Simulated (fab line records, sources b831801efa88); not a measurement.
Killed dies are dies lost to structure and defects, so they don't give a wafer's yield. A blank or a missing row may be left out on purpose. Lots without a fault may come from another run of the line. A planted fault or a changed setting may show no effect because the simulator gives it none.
fab line records | flow sfq_line
record lots=6 wafers=18 last_day=100
route steps=325 shown I0@47 M1@58
lots that met no fault: from a run of the same line without faults
start_h: hours from the record's first day to the start of the lot's first wafer shown | wait_h: hours since the lot's step before | " the same as in the row above | L1.1+2: a row that stands for several wafers | - no value, or no start given | * or withheld: withheld | < > ~ a bound
route shown NAME@n: a module of which the file shows steps, and the number in the route of the first | usual: mean/standard deviation of fault-free wafers | same: alike in all rows | chamber/n: place in a boat | sites: the reading at each site | _std_site: their standard deviation | _edge_site: outer sites' mean less inner sites' | radius_mm: how far each site lies from the wafer's centre | mask NAME#n: copy n | behind: the tool/chamber that last shaped the wafer | hold: why the lot was held/for how many hours/how that ended | device: the transistor (n, p or np) that didn't switch | end of line: the same wafers' tests at the end of the route | a step without rows: its recipe alone | killed: dies lost to structure and defects at the first sort, not the wafer's yield | map: a wafer's dies, x killed, . not, _ none there
set.NAME: the setting as run; set.NAME@STEP: as run at that earlier step | model.NAME: the simulator's own value behind a step, which no gauge read
lots at some steps of the route; a table a step, a row a wafer
services: from which hour (start_h, from the record's first day; less than 0 if before it) a tool's chamber was out of use, for how many hours, and why
## steps
# step SFQ_TRILAYER_I0_VIA_LITHO_COAT_036
# recipe resist=BARC spin_rpm=3000 resist_thk_nm=62
# step SFQ_TRILAYER_I0_VIA_LITHO_COAT_031
# recipe resist=KrF spin_rpm=3000 resist_thk_nm=650
# step SFQ_TRILAYER_I0_VIA_LITHO_SOFTBAKE_035
# recipe temp_c=withheld time_s=withheld resist=KrF
# step SFQ_TRILAYER_I0_VIA_LITHO_EXPOSE_032
# recipe mask_id=I0 na=0.6 source_shape=conventional sigma_outer=0.65 target_cd_nm=500 dose_mj=21.3
# step SFQ_TRILAYER_I0_VIA_LITHO_PEB_034
# recipe peb_temp_c=115 peb_time_s=60 resist=KrF
# step SFQ_TRILAYER_I0_VIA_LITHO_DEVELOP_033
# recipe time_s=60 resist=KrF
# step SFQ_I0_OVL_MEAS_908
# usual I0_OVL=-3/4.2
# columns lot.wafer tool chamber start_h wait_h I0_OVL[nm]
L888.1 overlay-01 - 450.45 0.1 -2
L888.3 " - " " -4
L888.5 " - " " 0
L889.2 overlay-01 - 462.45 0.1 -6
L889.3 " - " " -5
L889.6 " - " " -4
L899.1 overlay-01 - 567.10 0.1 -8
L899.5 " - " " -4
L899.6 " - " " -8
L900.2 overlay-02 - 582.83 0.1 -8
L900.3 " - " " -6
L900.4 " - " " -4
L906.2 overlay-02 - 629.60 0.1 4
L906.3 " - " " 1
L906.6 " - " " 3
L907.2 overlay-01 - 638.97 0.1 -4
L907.4 " - " " -3
L907.5 " - " " -12
# step SFQ_TRILAYER_I0_VIA_BARC_OPEN_VIA_ETCH_046
# recipe mask_material=PR chemistry=O2 target_depth_nm=125 target=BARC source_w=500 bias_w=80 pressure_mtorr=30 time_s=41.7
# usual drypump_motor_current_A=5.8/0.41 oes_product_au=0.685/0.0049
# columns lot.wafer tool chamber start_h wait_h drypump_motor_current_A oes_product_au rf_hours_counter_h
L888.1 rie_diel-04 1 450.48 0.0 6.0 0.682 45
L888.3 " 0 " " 6.2 0.682 3
L888.5 " 3 " " 5.7 0.684 -
L889.2 rie_diel-04 0 462.48 0.0 6.2 0.682 3
L889.3 " 3 " " 5.6 0.679 41
L889.6 " 1 " " 6.0 0.684 -
L899.1 rie_diel-02 3 567.13 0.0 5.5 0.684 2
L899.5 " 0 " " 6.7 0.681 -
L899.6 " 3 " " 5.5 0.683 -
L900.2 rie_diel-04 3 582.86 0.0 5.7 0.686 43
L900.3 " 0 " " 6.2 0.681 5
L900.4 " 1 " " 6.0 0.688 47
L906.2 rie_diel-01 3 629.63 0.0 5.2 0.690 4
L906.3 " 1 " " 6.1 0.690 15
L906.6 " 0 " " 5.9 0.686 -
L907.2 rie_diel-02 3 639.00 0.0 5.5 0.682 3
L907.4 " 0 " " 6.7 0.686 52
L907.5 " 2 " " 6.2 0.689 -
# step SFQ_TRILAYER_I0_VIA_ETCH_VIA_ETCH_034
# recipe target=SiO2 stop_on=Nb mask_material=PR taper_deg=20 chemistry=CHF3 target_depth_nm=260 source_w=500 bias_w=80 pressure_mtorr=30 time_s=withheld
# usual drypump_motor_current_A=5.8/0.4 oes_product_au=0.854/0.0053
# columns lot.wafer tool chamber start_h wait_h drypump_motor_current_A oes_product_au
L888.1 rie_diel-04 1 450.52 0.0 6.0 0.859
L888.3 " 0 " " 6.2 0.858
L888.5 " 3 " " 5.7 0.858
L889.2 rie_diel-04 0 462.52 0.0 6.2 0.859
L889.3 " 3 " " 5.7 0.858
L889.6 " 1 " " 6.1 0.862
L899.1 rie_diel-02 3 567.17 0.0 5.5 0.855
L899.5 " 0 " " 6.7 0.856
L899.6 " 3 " " 5.5 0.853
L900.2 rie_diel-04 3 582.90 0.0 5.7 0.855
L900.3 " 0 " " 6.2 0.849
L900.4 " 1 " " 6.0 0.854
L906.2 rie_diel-01 3 629.67 0.0 5.2 0.854
L906.3 " 1 " " 6.1 0.845
L906.6 " 0 " " 5.9 0.847
L907.2 rie_diel-02 3 639.04 0.0 5.5 0.864
L907.4 " 0 " " 6.7 0.860
L907.5 " 2 " " 6.1 0.859
# step SFQ_TRILAYER_I0_VIA_STRIP_STRIP_035
# recipe gas=O2 power_w=200 platen_temp_c=40 overash_fraction=0.65 chemistry=O2 pressure_mtorr=50
# usual drypump_motor_current_A=5.8/0.32 he_backside_leak_sccm=3.48/0.21 oes_product_au=0.999/0.0084
# columns lot.wafer tool chamber start_h wait_h drypump_motor_current_A he_backside_leak_sccm oes_product_au rf_hours_counter_h
L888.1 rie_metal-03 1 450.64 - 5.3 3.23 0.998 40
L888.3 " 1 " " 5.2 3.13 1.017 -
L888.5 " 1 " " 5.2 3.40 0.989 -
L889.2 rie_metal-02 1 462.64 - 6.3 3.26 0.986 128
L889.3 " 0 " " 5.6 3.66 0.994 -
L889.6 " 1 " " 6.3 3.26 0.987 -
L899.1 rie_metal-01 0 567.29 - 5.8 3.38 0.996 33
L899.5 " 0 " " 5.8 3.18 0.994 -
L899.6 " 0 " " 5.8 3.22 0.989 -
L900.2 rie_metal-02 0 583.21 - 5.6 3.77 1.002 -
L900.3 " 0 " " 5.6 3.83 1.009 -
L900.4 " 0 " " 5.6 3.67 1.011 -
L906.2 rie_metal-01 1 629.78 - 5.5 3.46 0.992 4
L906.3 " 0 " " 5.8 3.25 1.010 -
L906.6 " 1 " " 5.5 3.36 1.002 -
L907.2 rie_metal-01 0 639.15 - 5.8 3.28 1.001 44
L907.4 " 0 " " 5.9 3.31 1.007 -
L907.5 " 0 " " 5.8 3.30 1.005 -
# step SFQ_TRILAYER_I0_VIA_STRIP_SOLV_CLEAN_036
# recipe chemistry=NMP temp_c=70 time_s=600
# step SFQ_TRILAYER_M1_DEP_PRE_CLEAN_038
# recipe gas=Ar time_s=22.5 bias_v=250
# step SFQ_TRILAYER_M1_DEP_SPUTTER_037
# recipe material=Nb base_pressure_pa=1.33e-06 chamber_pressure_pa=0.1333 substrate_temp_c=20 resputter_cathode_voltage_v=400 target_thk_nm=200 power_w=2000 time_s=133.3
# usual throttle_valve_pct=30.2/1
# columns lot.wafer tool chamber start_h wait_h throttle_valve_pct
L888.1 pvd_sputter-06 - 451.44 0.0 29.8
L888.3 " - " " 30.3
L888.5 " - " " 32.6
L889.2 pvd_sputter-03 - 463.44 0.0 29.5
L889.3 " - " " 30.3
L889.6 " - " " 30.7
L899.1 pvd_sputter-04 - 568.69 0.0 29.4
L899.5 " - " " 30.5
L899.6 " - " " 28.6
L900.2 pvd_sputter-04 - 584.42 0.0 28.4
L900.3 " - " " 29.5
L900.4 " - " " 28.9
L906.2 pvd_sputter-06 - 630.58 0.0 29.2
L906.3 " - " " 30.5
L906.6 " - " " 29.4
L907.2 pvd_sputter-03 - 639.96 0.0 30.0
L907.4 " - " " 30.5
L907.5 " - " " 30.2
# step SFQ_M1_RS_MEAS_909
# recipe thk_meas_gauge=four-point-probe reads=Nb_of_TRILAYER_M1_DEP_SPUTTER_037
# usual M1_NB_RS=0.888/0.0097
# columns lot.wafer tool chamber start_h wait_h M1_NB_RS[ohm/sq]
L888.1 film_metro-01 - 451.53 0.0 0.880
L888.3 " - " " 0.898
L888.5 " - " " 0.885
L889.2 film_metro-03 - 463.55 0.1 0.877
L889.3 " - " " 0.889
L889.6 " - " " 0.896
L899.1 film_metro-04 - 568.78 0.0 1.029
L899.5 " - " " 1.018
L899.6 " - " " 1.031
L900.2 film_metro-01 - 584.53 0.1 1.030
L900.3 " - " " 1.034
L900.4 " - " " 1.055
L906.2 film_metro-03 - 630.70 0.1 0.878
L906.3 " - " " 0.874
L906.6 " - " " 0.869
L907.2 film_metro-04 - 640.07 0.1 0.889
L907.4 " - " " 0.893
L907.5 " - " " 0.898
# step SFQ_TRILAYER_M1_LITHO_COAT_044
# recipe resist=BARC spin_rpm=3000 resist_thk_nm=62
# step SFQ_TRILAYER_M1_LITHO_COAT_039
# recipe resist=KrF spin_rpm=3000 resist_thk_nm=600
# step SFQ_TRILAYER_M1_LITHO_SOFTBAKE_043
# recipe temp_c=withheld time_s=withheld resist=KrF
# step SFQ_TRILAYER_M1_LITHO_EXPOSE_040
# recipe mask_id=M1 na=0.6 source_shape=conventional sigma_outer=0.65 target_cd_nm=500 dose_mj=14.4
# step SFQ_TRILAYER_M1_LITHO_PEB_042
# recipe peb_temp_c=115 peb_time_s=60 resist=KrF
# step SFQ_TRILAYER_M1_LITHO_DEVELOP_041
# recipe time_s=60 resist=KrF
# step SFQ_M1_OVL_MEAS_911
# usual M1_OVL=2/4.5
# columns lot.wafer tool chamber start_h wait_h M1_OVL[nm]
L888.1 overlay-02 - 604.72 0.1 -1
L888.3 " - " " -4
L888.5 " - " " 0
L889.2 overlay-02 - 620.00 0.1 3
L889.3 " - " " 8
L889.6 " - " " 5
L899.1 overlay-02 - 730.16 0.1 4
L899.5 " - " " 9
L899.6 " - " " 8
L900.2 overlay-01 - 750.57 0.1 9
L900.3 " - " " 4
L900.4 " - " " 3
L906.2 overlay-01 - 791.65 0.1 -4
L906.3 " - " " -4
L906.6 " - " " -3
L907.2 overlay-02 - 797.65 0.1 -1
L907.4 " - " " -4
L907.5 " - " " -3
# step SFQ_TRILAYER_M1_BARC_OPEN_METAL_ETCH_054
# recipe mask_material=PR chemistry=O2 target_depth_nm=125 target=BARC icp_w=600 bias_w=80 pressure_mtorr=10 time_s=41.7
# usual drypump_motor_current_A=6.0/0.47 he_backside_leak_sccm=3.54/0.24 oes_product_au=0.685/0.0047
# columns lot.wafer tool chamber start_h wait_h drypump_motor_current_A he_backside_leak_sccm oes_product_au rf_hours_counter_h
L888.1 rie_metal-04 0 604.75 0.0 6.7 3.87 0.686 145
L888.3 " 1 " " 6.1 3.48 0.685 -
L888.5 " 0 " " 6.7 4.14 0.692 -
L889.2 rie_metal-04 1 620.03 0.0 6.1 3.56 0.685 28
L889.3 " 0 " " 6.7 3.65 0.689 -
L889.6 " 0 " " 6.7 3.75 0.684 -
L899.1 rie_metal-04 0 730.20 0.0 6.7 3.28 0.693 13
L899.5 " 1 " " 6.1 3.67 0.682 -
L899.6 " 0 " " 6.7 4.92 0.679 -
L900.2 rie_metal-04 0 750.60 0.0 6.7 3.78 0.684 15
L900.3 " 0 " " 6.7 3.80 0.680 -
L900.4 " 1 " " 6.1 3.70 0.681 -
L906.2 rie_metal-03 1 791.68 0.0 5.3 3.46 0.688 94
L906.3 " 1 " " 5.2 3.41 0.690 -
L906.6 " 0 " " 6.0 3.54 0.695 -
L907.2 rie_metal-02 1 797.68 0.0 6.3 3.19 0.686 27
L907.4 " 1 " " 6.3 3.29 0.694 -
L907.5 " 1 " " 6.4 3.29 0.689 -
# step SFQ_TRILAYER_M1_ETCH_METAL_ETCH_042
# recipe target=Nb stop_on=SiO2 mask_material=PR chemistry=Cl2/Ar target_depth_nm=240 icp_w=600 bias_w=80 pressure_mtorr=10 time_s=120
# usual drypump_motor_current_A=6.0/0.47 he_backside_leak_sccm=3.5/0.34 oes_product_au=0.895/0.0073
# columns lot.wafer tool chamber start_h wait_h drypump_motor_current_A he_backside_leak_sccm oes_product_au rf_hours_counter_h
L888.1 rie_metal-04 0 604.81 0.0 6.7 3.6 0.889 145
L888.3 " 1 " " 6.1 3.5 0.890 -
L888.5 " 0 " " 6.7 3.8 0.895 -
L889.2 rie_metal-04 1 620.09 0.0 6.1 3.4 0.906 28
L889.3 " 0 " " 6.7 3.6 0.898 -
L889.6 " 0 " " 6.7 3.9 0.891 -
L899.1 rie_metal-04 0 730.26 0.0 6.7 3.3 0.837 13
L899.5 " 1 " " 6.1 3.5 0.838 -
L899.6 " 0 " " 6.7 3.5 0.823 -
L900.2 rie_metal-04 0 750.66 0.0 6.6 3.2 0.842 15
L900.3 " 0 " " 6.7 3.5 0.837 -
L900.4 " 1 " " 6.1 3.5 0.828 -
L906.2 rie_metal-03 1 791.74 0.0 5.2 3.5 0.904 94
L906.3 " 1 " " 5.2 3.4 0.899 -
L906.6 " 0 " " 6.0 3.5 0.909 -
L907.2 rie_metal-02 1 797.74 0.0 6.4 3.3 0.887 27
L907.4 " 1 " " 6.4 3.2 0.893 -
L907.5 " 1 " " 6.3 3.3 0.889 -
# step SFQ_TRILAYER_M1_STRIP_STRIP_043
# recipe gas=O2 power_w=200 platen_temp_c=40 overash_fraction=0.65 chemistry=O2 pressure_mtorr=50
# usual drypump_motor_current_A=6.0/0.47 he_backside_leak_sccm=3.53/0.18 oes_product_au=1.002/0.0086
# columns lot.wafer tool chamber start_h wait_h drypump_motor_current_A he_backside_leak_sccm oes_product_au rf_hours_counter_h
L888.1 rie_metal-04 0 604.94 0.1 6.7 3.58 1.002 145
L888.3 " 1 " " 6.1 3.56 1.018 -
L888.5 " 0 " " 6.7 3.47 1.009 -
L889.2 rie_metal-04 1 620.21 0.1 6.1 3.64 1.010 29
L889.3 " 0 " " 6.7 3.93 0.998 -
L889.6 " 0 " " 6.7 3.67 1.001 -
L899.1 rie_metal-04 0 730.39 0.1 6.7 3.66 1.009 13
L899.5 " 1 " " 6.1 3.60 1.004 -
L899.6 " 0 " " 6.7 3.86 1.009 -
L900.2 rie_metal-04 0 750.79 0.1 6.7 3.57 0.996 15
L900.3 " 0 " " 6.7 3.61 1.006 -
L900.4 " 1 " " 6.1 3.46 1.004 -
L906.2 rie_metal-03 1 791.86 0.1 5.3 3.24 0.986 94
L906.3 " 1 " " 5.3 3.31 0.988 -
L906.6 " 0 " " 6.0 3.69 1.014 -
L907.2 rie_metal-02 1 797.86 0.1 6.3 3.28 1.015 27
L907.4 " 1 " " 6.4 3.24 1.013 -
L907.5 " 1 " " 6.4 3.36 1.014 -
## services
# columns tool chamber start_h hours kind
rie_diel-04 2 440.65 42.6 repair
rie_metal-04 1 449.75 16.4 repair
rie_diel-04 1 473.42 4.6 repair
rie_diel-04 - 481.06 15.6 pm
rie_diel-02 3 496.85 6.2 repair
rie_metal-04 - 516.01 0.2 repair
rie_diel-04 1 521.97 1.9 repair
rie_metal-02 1 525.87 8.2 repair
rie_metal-04 1 550.33 1.0 repair
rie_diel-04 3 559.37 10.3 repair
rie_metal-03 0 591.17 129.4 repair
rie_metal-04 - 643.40 0.5 repair
rie_diel-02 2 672.39 7.2 repair
rie_metal-02 - 673.39 1.9 repair
rie_metal-02 1 686.46 5.0 repair
rie_metal-03 1 698.54 26.8 repair
rie_diel-04 3 718.31 15.3 repair
rie_metal-03 - 720.57 14.6 pm
rie_diel-04 2 732.77 26.0 repair
rie_diel-02 - 766.78 2.4 repair
rie_diel-04 1 776.95 3.0 repair
rie_metal-03 - 789.94 1.3 repair
rie_diel-04 - 792.95 14.6 pm
rie_metal-02 - 794.30 0.2 repair
## key
first_sign step=SFQ_M1_RS_MEAS_909 reading=M1_NB_RS direction=up sigmas=15 usual=0.888 struck=1.033
effect step=SFQ_TRILAYER_M1_ETCH_METAL_ETCH_042 reading=oes_product_au direction=down sigmas=8.3 usual=0.895 struck=0.834
met_at SFQ_TRILAYER_M1_DEP_SPUTTER_037
struck_wafers L899.1,L899.5,L899.6,L900.2,L900.3,L900.4
fault kind=site_profile_drift tool=pvd_sputter-04 chamber=- onset_h=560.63 steps=SFQ_TRILAYER_M1_DEP_SPUTTER_037 basis=fraction max_abs_drift=0.26474 slope_share_per_hr=58.832 site_pattern=0,0,0,0,0,-1,-1,-1,-1
